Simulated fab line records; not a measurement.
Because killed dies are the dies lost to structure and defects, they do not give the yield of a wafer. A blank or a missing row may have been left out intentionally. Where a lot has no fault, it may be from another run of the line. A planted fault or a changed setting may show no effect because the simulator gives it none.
fab line records    flow sky130
[record] lots = 11  wafers = 33  lastDay = 50
route steps=708 shown VIA2@508 CAPM@550 METAL3@567 VIA3@575
lots that met no fault: from a run of the same line without faults
startH: the number of hours between the record's first day and the start of the first shown wafer of the lot    waitH: hours from the lot's prior step to this one    " same as the row above    L1.1+2: several wafers, shown together as one row    - no value, or no start was given    * or withheld: withheld    < > ~ a bound
route shown NAME@n: a module of which the file shows steps, and the number in the route of the first    usual: the fault-free wafers' mean and standard deviation    same: alike in all rows    chamber/n: place in a boat    sites: the reading at each site    _std_site: how widely they spread, as a standard deviation    _edge_site: outer sites' mean less inner sites'    radiusMm: for every site, how far away it sits from the centre of the wafer    mask NAME#n: copy n    behind: the last tool/chamber to shape the wafer    hold: why the lot was held/for how many hours/how that ended    device: names the non-switching transistor (n, p or np)    end of line: the tests these same wafers got at the end of their route    for a step that has no rows: nothing shown but its recipe    killed: not the wafer's yield, but the dies lost to structure and defects at the first sort    map: shows each die of a wafer: x if killed, . if not, _ if none is there
set.NAME: the setting as run; set.NAME@STEP: as run at that earlier step    model.NAME: the simulator's own value behind a step, which no gauge read
route steps across a sampled set of lots; one table per step, one row per wafer
services: when a tool's chamber went out of use (startH, in hours from the record's first day, below 0 if earlier), for how many hours, and the reason
[[steps]]
[step SKY_VIA2_THK_MEAS_01]
[recipe] reads = SiO2_of_VIA2_HDPCVD_00
[usual] VIA2_HDPCVD_THK = 1181/10
lot.wafer  tool          chamber  startH   waitH  VIA2_HDPCVD_THK[nm]
L797.2     filmMetro-02  -        838.03   0.1    1176
L797.4     "             -        "        "      1172
L797.6     "             -        "        "      1176
L800.1     filmMetro-02  -        862.50   0.1    1178
L800.5     "             -        "        "      1178
L800.6     "             -        "        "      1197
L804.3     filmMetro-03  -        886.52   0.1    1192
L804.4     "             -        "        "      1173
L804.5     "             -        "        "      1173
L807.2     filmMetro-04  -        909.32   0.1    1172
L807.3     "             -        "        "      1181
L807.5     "             -        "        "      1167
L810.3     filmMetro-03  -        933.74   0.1    1172
L810.4     "             -        "        "      1165
L810.5     "             -        "        "      1174
L812.1     filmMetro-03  -        946.45   0.1    1184
L812.2     "             -        "        "      1187
L812.6     "             -        "        "      1182
L813.2     filmMetro-02  -        953.98   0.1    1175
L813.4     "             -        "        "      1181
L813.6     "             -        "        "      1178
L815.1     filmMetro-02  -        964.12   0.1    1186
L815.3     "             -        "        "      1204
L815.6     "             -        "        "      1179
L817.4     filmMetro-02  -        984.00   0.0    1186
L817.5     "             -        "        "      1176
L817.6     "             -        "        "      1193
L818.1     filmMetro-04  -        990.98   0.1    1189
L818.4     "             -        "        "      1185
L818.6     "             -        "        "      1190
L819.1     filmMetro-04  -        1001.27  0.1    1187
L819.4     "             -        "        "      1182
L819.6     "             -        "        "      1193
[step SKY_VIA2_CD_MEAS_12]
[recipe] targetCdNm = 200
[usual] cdNm = 199.8/1.6
lot.wafer  tool      chamber  startH   waitH  cdNm
L797.2     cdSem-02  -        865.00   -      197.7
L797.4     "         -        "        "      199.2
L797.6     "         -        "        "      198.3
L800.1     cdSem-01  -        888.83   -      202.4
L800.5     "         -        "        "      200.0
L800.6     "         -        "        "      200.8
L804.3     cdSem-02  -        912.65   -      196.5
L804.4     "         -        "        "      196.8
L804.5     "         -        "        "      198.4
L807.2     cdSem-02  -        934.28   -      199.1
L807.3     "         -        "        "      198.2
L807.5     "         -        "        "      197.6
L810.3     cdSem-01  -        958.75   -      199.0
L810.4     "         -        "        "      200.0
L810.5     "         -        "        "      198.0
L812.1     cdSem-02  -        971.21   -      200.6
L812.2     "         -        "        "      200.8
L812.6     "         -        "        "      200.0
L813.2     cdSem-01  -        978.85   -      201.6
L813.4     "         -        "        "      200.2
L813.6     "         -        "        "      201.9
L815.1     cdSem-02  -        989.06   -      201.5
L815.3     "         -        "        "      199.9
L815.6     "         -        "        "      200.2
L817.4     cdSem-01  -        1007.92  -      198.1
L817.5     "         -        "        "      199.1
L817.6     "         -        "        "      200.6
L818.1     cdSem-01  -        1014.21  -      200.3
L818.4     "         -        "        "      201.9
L818.6     "         -        "        "      201.5
L819.1     cdSem-01  -        1025.33  -      200.0
L819.4     "         -        "        "      200.6
L819.6     "         -        "        "      200.3
[step SKY_CAPM_METAL_ETCH_13]
[recipe] targetDepthNm = 220  stopOn = SiO2  chemistry = Cl2/BCl3  target = TiN  pressureMtorr = 10  icpW = 900  biasW = 48.5  Cl2_flow_sccm = 60  bcl3FlowSccm = 30  timeS = 62.9
[usual] biasW = 48.52/0.14  drypumpMotorCurrentA = 5.61/0.24  oesProductAu = 0.944/0.0082  throttleValvePct = 21.898/0.0093
lot.wafer  tool         chamber  startH   waitH  biasW  drypumpMotorCurrentA  oesProductAu  rfHoursCounterH  throttleValvePct
L797.2     rieMetal-02  0        892.67   0.0    48.40  5.46                  0.938         3                21.910
L797.4     "            1        "        "      48.43  5.46                  0.938         -                21.910
L797.6     "            0        "        "      48.47  5.44                  0.932         -                21.898
L800.1     rieMetal-01  0        916.14   0.0    48.40  5.36                  0.941         13               21.907
L800.5     "            1        "        "      48.33  5.88                  0.938         -                21.903
L800.6     "            0        "        "      48.50  5.37                  0.948         -                21.895
L804.3     rieMetal-01  1        938.89   0.0    53.42  5.87                  0.946         -                21.889
L804.4     "            0        "        "      53.26  5.38                  0.947         -                21.895
L804.5     "            0        "        "      53.21  5.36                  0.958         -                21.900
L807.2     rieMetal-01  0        959.47   0.0    53.48  5.37                  0.959         16               21.892
L807.3     "            1        "        "      53.25  5.87                  0.944         -                21.895
L807.5     "            1        "        "      53.33  5.86                  0.952         -                21.897
L810.3     rieMetal-02  0        985.34   0.0    48.43  5.44                  0.945         -                21.895
L810.4     "            1        "        "      48.73  5.45                  0.944         -                21.899
L810.5     "            1        "        "      48.41  5.44                  0.941         -                21.906
L812.1     rieMetal-04  0        996.87   0.0    48.66  5.35                  0.952         10               21.893
L812.2     "            1        "        "      48.95  5.96                  0.949         12               21.879
L812.6     "            0        "        "      48.69  5.42                  0.949         -                21.899
L813.2     rieMetal-04  0        1004.64  0.0    48.34  5.41                  0.943         10               21.882
L813.4     "            1        "        "      48.54  5.91                  0.940         -                21.896
L813.6     "            1        "        "      48.50  5.93                  0.945         -                21.902
L815.1     rieMetal-04  1        1013.90  0.0    48.39  5.94                  0.954         13               21.897
L815.3     "            1        "        "      48.71  5.91                  0.951         -                21.903
L815.6     "            0        "        "      48.56  5.44                  0.958         -                21.908
L817.4     rieMetal-01  0        1032.23  0.0    48.52  5.36                  0.952         -                21.901
L817.5     "            1        "        "      48.65  5.89                  0.956         -                21.889
L817.6     "            0        "        "      48.25  5.39                  0.947         -                21.886
L818.1     rieMetal-01  0        1039.07  0.0    48.47  5.35                  0.941         20               21.893
L818.4     "            1        "        "      48.42  5.86                  0.948         -                21.896
L818.6     "            0        "        "      48.57  5.37                  0.940         -                21.904
L819.1     rieMetal-04  1        1049.80  0.0    48.44  5.90                  0.957         15               21.904
L819.4     "            0        "        "      48.70  5.40                  0.957         -                21.899
L819.6     "            0        "        "      48.65  5.39                  0.949         -                21.894
[step SKY_METAL3_ETCH_17]
[recipe] target = SiO2  stopOn = TiN  chemistry = C4F8/O2/Ar  sourceW = 1500  biasW = 1200  pressureMtorr = 40  c4f8FlowSccm = withheld  O2_flow_sccm = 6  Ar_flow_sccm = 300  timeS = 3.9  targetDepthA = 150
[usual] biasW = 1200/3.7  oesProductAu = 0.751/0.006
lot.wafer  tool        chamber  startH   waitH  biasW  oesProductAu  rfHoursCounterH
L797.2     rieDiel-04  3        918.42   0.1    1204   0.757         10
L797.4     "           1        "        "      1203   0.756         8
L797.6     "           1        "        "      1200   0.759         -
L800.1     rieDiel-03  1        942.29   0.1    1202   0.760         11
L800.5     "           3        "        "      1200   0.757         -
L800.6     "           2        "        "      1195   0.758         -
L804.3     rieDiel-04  1        964.09   0.0    1206   0.727         9
L804.4     "           3        "        "      1198   0.730         11
L804.5     "           0        "        "      1201   0.727         -
L807.2     rieDiel-03  2        984.99   0.1    1198   0.715         3
L807.3     "           3        "        "      1198   0.722         16
L807.5     "           1        "        "      1201   0.726         -
L810.3     rieDiel-01  3        1009.54  0.0    1201   0.744         10
L810.4     "           2        "        "      1205   0.764         19
L810.5     "           2        "        "      1200   0.750         -
L812.1     rieDiel-01  3        1020.86  0.1    1201   0.747         10
L812.2     "           0        "        "      1202   0.741         14
L812.6     "           3        "        "      1204   0.768         -
L813.2     rieDiel-03  0        1028.86  0.1    1205   0.753         3
L813.4     "           3        "        "      1201   0.751         17
L813.6     "           1        "        "      1199   0.756         -
L815.1     rieDiel-03  2        1037.47  0.1    1197   0.746         5
L815.3     "           0        "        "      1198   0.747         3
L815.6     "           1        "        "      1197   0.746         -
L817.4     rieDiel-01  3        1054.23  0.0    1202   0.759         -
L817.5     "           2        "        "      1200   0.758         -
L817.6     "           0        "        "      1197   0.758         -
L818.1     rieDiel-03  1        1061.99  0.1    1193   0.752         15
L818.4     "           2        "        "      1196   0.754         6
L818.6     "           2        "        "      1193   0.759         -
L819.1     rieDiel-03  2        1072.19  0.1    1201   0.743         6
L819.4     "           1        "        "      1198   0.744         15
L819.6     "           1        "        "      1205   0.755         -
[step SKY_VIA3_CMP_02]
[recipe] material = SiO2  downForcePsi = 4  platenRpm = 60  padVelocityMS = 0.94248
[usual] motorCurrentA = 11.9/1.5  slurryFilterDpKPa = 13.51/0.15
lot.wafer  tool    chamber  startH   waitH  motorCurrentA  slurryFilterDpKPa
L797.2     cmp-01  2        919.48   0.0    13.7           13.55
L797.4     "       1        "        "      12.0           13.64
L797.6     "       3        "        "      10.2           13.46
L800.1     cmp-01  3        943.31   0.1    10.9           13.95
L800.5     "       3        "        "      11.2           13.38
L800.6     "       0        "        "      12.1           13.48
L804.3     cmp-01  1        965.11   0.0    12.0           13.60
L804.4     "       3        "        "      10.3           13.46
L804.5     "       2        "        "      13.8           13.38
L807.2     cmp-02  3        986.47   0.0    12.4           13.80
L807.3     "       2        "        "      13.0           13.39
L807.5     "       3        "        "      13.1           13.33
L810.4     cmp-02  2        1010.66  0.0    13.3           13.48
L810.3     "       1        "        "      9.3            13.56
L810.5     "       3        "        "      12.0           13.50
L812.2     cmp-01  1        1022.02  0.1    12.0           13.61
L812.1     "       2        "        "      14.7           13.34
L812.6     "       0        "        "      13.0           13.66
L813.4     cmp-02  2        1029.98  0.1    13.2           13.39
L813.2     "       3        "        "      12.2           13.64
L813.6     "       0        "        "      11.2           13.64
L815.1     cmp-02  0        1038.59  0.1    11.7           13.55
L815.3     "       1        "        "      8.9            13.46
L815.6     "       3        "        "      12.3           13.56
L817.4     cmp-01  1        1055.27  0.0    11.7           13.48
L817.5     "       1        "        "      12.0           13.51
L817.6     "       2        "        "      14.8           13.59
L818.4     cmp-01  2        1063.07  0.0    14.5           13.34
L818.1     "       0        "        "      12.5           13.81
L818.6     "       3        "        "      10.5           13.77
L819.1     cmp-02  1        1073.31  0.2    9.0            13.78
L819.4     "       3        "        "      12.1           13.19
L819.6     "       1        "        "      9.4            13.48
[[services]]
tool         chamber  startH   hours  kind
cmp-01       -        877.65   3.1    repair
rieDiel-01   2        894.71   8.3    repair
rieDiel-03   -        896.80   15.6   pm
rieDiel-04   1        903.66   8.8    repair
rieMetal-04  -        910.39   1.4    pm
rieDiel-03   -        912.40   14.6   pm
cmp-02       -        912.78   4.0    pm
rieDiel-03   0        927.00   -      clean
rieDiel-03   0        927.00   14.4   scheduledDown
rieDiel-03   0        927.00   14.4   ventCycle
rieDiel-03   2        934.23   3.7    repair
cmp-01       -        954.59   2.3    repair
rieDiel-03   -        955.93   1.2    repair
rieDiel-03   3        966.75   7.6    repair
cmp-02       -        975.43   6.7    pm
rieDiel-04   0        992.85   20.4   repair
rieMetal-02  -        993.73   14.6   pm
cmp-01       -        994.39   6.2    repair
cmp-01       -        1000.56  3.0    pm
cmp-01       -        1012.71  1.3    repair
rieMetal-01  1        1033.72  3.0    repair
rieDiel-01   1        1048.36  14.6   repair
rieMetal-01  0        1066.70  48.3   repair
rieDiel-04   -        1071.11  28.1   pm
[[key]]
[firstSign] step = SKY_CAPM_METAL_ETCH_13  reading = biasW  direction = up  sigmas = 35  usual = 48.52  struck = 53.32
[effect] step = SKY_METAL3_ETCH_17  reading = oesProductAu  direction = down  sigmas = 4.5  usual = 0.751  struck = 0.724
metAt SKY_CAPM_METAL_ETCH_13
struckLots L804,L807
notActingAt SKY_VIA2_THK_MEAS_01,SKY_VIA2_CD_MEAS_12,SKY_VIA3_CMP_02
onsetBetween 916.14 938.89
[fault] kind = processParameterDrift  tool = rieMetal-01  chamber = -  onsetH = 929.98  steps = SKY_CAPM_METAL_ETCH_13  channel = biasW  offset = 4.842  shape = step  endH = 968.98  actsIn = theseRecipesOnly  stated = 48.5
